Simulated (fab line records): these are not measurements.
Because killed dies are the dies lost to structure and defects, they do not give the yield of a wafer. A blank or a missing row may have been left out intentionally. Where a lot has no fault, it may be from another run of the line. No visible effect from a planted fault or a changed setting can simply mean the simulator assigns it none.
Split-lot study | flow sfqLine | 23 wafers read across 5 lots, on a route 325 steps long

## ON THE SPLIT
At SFQ_TRILAYER_M4_LITHO_COAT_098 (resist thk 62 nm), the setting resistThkNm was moved away from the recipe's 62 nm on 5 of the 23 wafers read, by -3.3% to +5.0%. All remaining wafers had this setting at the recipe value.

The reading is taken at the split's own step.

## THE READING
BARC_of_TRILAYER_M4_LITHO_COAT_098.thkNm (the simulator's own value, which no gauge read), in nm, at SFQ_TRILAYER_M4_LITHO_COAT_098 (resist thk 62 nm). The file gives no usual value for it. Across the 18 wafers here that went through the recipe, the average is 62.14 nm and the standard deviation 0.11 nm.

wafer  | tool, chamber at the split | resistThkNm as run, nm | against the recipe | BARC_of_TRILAYER_M4_LITHO_COAT_098.thkNm, nm | against lot-mates on the recipe
L075.1 | lithoTrack-04, 0           | 62                     | recipe             | 62.01                                        | -
L075.2 | lithoTrack-04, 0           | 62                     | recipe             | 62.03                                        | -
L075.3 | lithoTrack-04, 0           | 62                     | recipe             | 62.08                                        | -
L075.5 | lithoTrack-04, 0           | 62                     | recipe             | 62.21                                        | -
L075.6 | lithoTrack-04, 0           | 62                     | recipe             | 62.13                                        | -
L080.1 | lithoTrack-01, 0           | 62                     | recipe             | 62.24                                        | -
L080.3 | lithoTrack-01, 0           | 62                     | recipe             | 62.4                                         | -
L080.4 | lithoTrack-01, 0           | 59.94                  | -3.3%              | 60.24                                        | -2.03
L080.5 | lithoTrack-01, 0           | 62                     | recipe             | 62.18                                        | -
L080.6 | lithoTrack-01, 0           | 59.94                  | -3.3%              | 60.27                                        | -2.00
L082.1 | lithoTrack-02, 0           | 65.08                  | +5.0%              | 65.48                                        | +3.27
L082.2 | lithoTrack-02, 0           | 65.08                  | +5.0%              | 65.22                                        | +3.01
L082.4 | lithoTrack-02, 0           | 62                     | recipe             | 62.12                                        | -
L082.5 | lithoTrack-02, 0           | 62                     | recipe             | 62.3                                         | -
L082.6 | lithoTrack-02, 0           | 65.08                  | +5.0%              | 65.23                                        | +3.02
L084.1 | lithoTrack-01, 0           | 62                     | recipe             | 62.18                                        | -
L084.2 | lithoTrack-01, 0           | 62                     | recipe             | 61.91                                        | -
L084.4 | lithoTrack-01, 0           | 62                     | recipe             | 62.14                                        | -
L084.5 | lithoTrack-01, 0           | 62                     | recipe             | 62.12                                        | -
L084.6 | lithoTrack-01, 0           | 62                     | recipe             | 62.16                                        | -
L085.2 | lithoTrack-01, 0           | 62                     | recipe             | 62.04                                        | -
L085.3 | lithoTrack-01, 0           | 62                     | recipe             | 62.07                                        | -
L085.4 | lithoTrack-01, 0           | 62                     | recipe             | 62.28                                        | -

FIT RESULTS
A straight line over all 23 wafers: BARC_of_TRILAYER_M4_LITHO_COAT_098.thkNm changes by +0.619 nm for each +1% of resistThkNm; r = +1.00; the points scatter about the line by 0.13 nm.
The same after taking each lot's own level away (the mean of its wafers on the recipe; 23 wafers): +0.62 nm for each +1%; r = +1.00; scatter 0.097 nm.
The reading moves by 3.1 nm for the largest change in resistThkNm, on that fit.
The span of the lots' own levels, 62.092 to 62.273 nm, comes to 1.6 times the standard deviation stated above.
The two slopes are in agreement: the lot-to-lot level therefore moves the slope only a little.
Check: for one of the wafers moved furthest among these (+5.0%), held out of the fit, the line's prediction against its lot-mates is +3.02 nm. It came out at +3.27 nm against them.

## ADDITIONAL SPLITS CARRIED BY THESE WAFERS
These wafers also went through other splits before the reading. Each is held against what the fit with the lots' levels taken away leaves over:
other split on the same wafers                           | wafers away from the commonest value | r with BARC_of_TRILAYER_M4_LITHO_COAT_098.thkNm (lot level and that fit taken away)
SFQ_TRILAYER_I1_VIA_BARC_OPEN_VIA_ETCH_071 timeS         | 7                                    | -0.20
SFQ_TRILAYER_M2_LITHO_COAT_057 spinRpm                   | 9                                    | -0.03
SFQ_TRILAYER_M2_LITHO_EXPOSE_058 doseMj                  | 4                                    | +0.04
SFQ_TRILAYER_I2_DEP_PECVD_063 timeS                      | 9                                    | -0.21
SFQ_TRILAYER_I2_VIA_LITHO_COAT_067 resistThkNm           | 7                                    | -0.23
SFQ_TRILAYER_I2_VIA_BARC_OPEN_VIA_ETCH_096 pressureMtorr | 15                                   | +0.01
SFQ_TRILAYER_M3_BARC_OPEN_METAL_ETCH_100 icpW            | 8                                    | +0.11
SFQ_TRILAYER_I3_VIA_LITHO_PEB_088 pebTimeS               | 12                                   | -0.35
SFQ_TRILAYER_I3_VIA_BARC_OPEN_VIA_ETCH_121 biasW         | 6                                    | +0.13

## FILE'S OWN FIT
BARC_of_TRILAYER_M4_LITHO_COAT_098.thkNm changes by +0.619 nm for each +1% of resistThkNm, r = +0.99.
